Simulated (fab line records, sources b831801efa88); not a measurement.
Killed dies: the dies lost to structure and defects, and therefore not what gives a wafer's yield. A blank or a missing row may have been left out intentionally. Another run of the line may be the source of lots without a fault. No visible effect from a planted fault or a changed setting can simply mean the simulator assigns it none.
What tool caused it? | flow sfq_line | 42 wafers from 14 lots sampled at 2 of the route's 325 steps

## WHAT THE GAUGES SHOWED, per wafer
SFQ_I0_OVL_MEAS_908.
lot  | measured     | on         | I0_OVL (nm)
L583 | day 13 06:26 | overlay-02 | 5 -2 -3
L584 | day 13 14:50 | overlay-01 | 3 -1 4
L585 | day 13 20:50 | overlay-02 | 3 -1 8
L586 | day 15 02:22 | overlay-02 | -4 3 2
L587 | day 15 08:22 | overlay-01 | -9 -9 -10
L589 | day 15 20:12 | overlay-02 | -5 -3 -5
L591 | day 16 11:48 | overlay-01 | 11 6 7
L592 | day 23 01:33 | overlay-02 | 12 2 8
L593 | day 23 11:10 | overlay-02 | 12 -1 8
L594 | day 24 00:21 | overlay-01 | -2 3 -4
L599 | day 25 10:04 | overlay-02 | -3 -4 -2
L603 | day 28 00:32 | overlay-02 | -5 -2 -3
L604 | day 28 11:19 | overlay-01 | 4 12 4
L605 | day 28 20:56 | overlay-02 | 0 2 0

SFQ_M2_OVL_MEAS_916.
lot  | measured     | on         | M2_OVL (nm)
L583 | day 26 04:00 | overlay-02 | -1 -2 -8
L584 | day 26 11:12 | overlay-02 | 1 10 0
L585 | day 26 20:34 | overlay-02 | 1 8 0
L586 | day 28 12:34 | overlay-01 | -9 -2 -10
L587 | day 28 17:14 | overlay-01 | 1 -1 5
L589 | day 29 09:26 | overlay-01 | 6 -3 3
L591 | day 36 03:05 | overlay-01 | 1 9 4
L592 | day 36 16:17 | overlay-02 | 4 3 -5
L593 | day 37 02:11 | overlay-01 | 3 -6 1
L594 | day 37 08:10 | overlay-01 | 13 13 6
L599 | day 38 18:27 | overlay-01 | 3 -11 -1
L603 | day 41 02:03 | overlay-02 | 6 7 12
L604 | day 41 13:58 | overlay-02 | -12 -1 -6
L605 | day 42 03:10 | overlay-01 | -1 0 2

## WHAT TOOL EACH LOT RAN ON (gives the tool, then ch and the chambers of the sampled wafers, and finally the start)
Before these readings, the record contains no process step.

## AS READ BY THE TOOLS THEMSELVES (means over the sampled wafers that have a number; for cases with no such wafer, the mark the record gives instead)
The record holds no such reading with a usual standard deviation.

## THE ANSWER, worked out from the rows above alone
Rule: what is usual is taken from the lots themselves. The widest of any qualifying gaps counts: lots, ordered by their means at a reading, are off when they make up no more than a third of the lots, leave a main group of 4 or more, and stand apart from it by 3 or more times the standard deviation of that group's means. If all means in a main group match to the digits the tables above print for the reading, that group is not used. Also off: a lot with no number at a reading for which 4 or more lots have one. The other lots that the step has rows for count as sound. After the gauges, taken in route order, come the tools' own readings; for these a lot's mean is taken, as printed above. At the first step where some lot is off, the reading lying furthest off is the one used; lots without a number count as furthest.
Nothing can be told from this: no lot is off at any reading shown.

## WHAT THE SIMULATOR HAD PUT IN
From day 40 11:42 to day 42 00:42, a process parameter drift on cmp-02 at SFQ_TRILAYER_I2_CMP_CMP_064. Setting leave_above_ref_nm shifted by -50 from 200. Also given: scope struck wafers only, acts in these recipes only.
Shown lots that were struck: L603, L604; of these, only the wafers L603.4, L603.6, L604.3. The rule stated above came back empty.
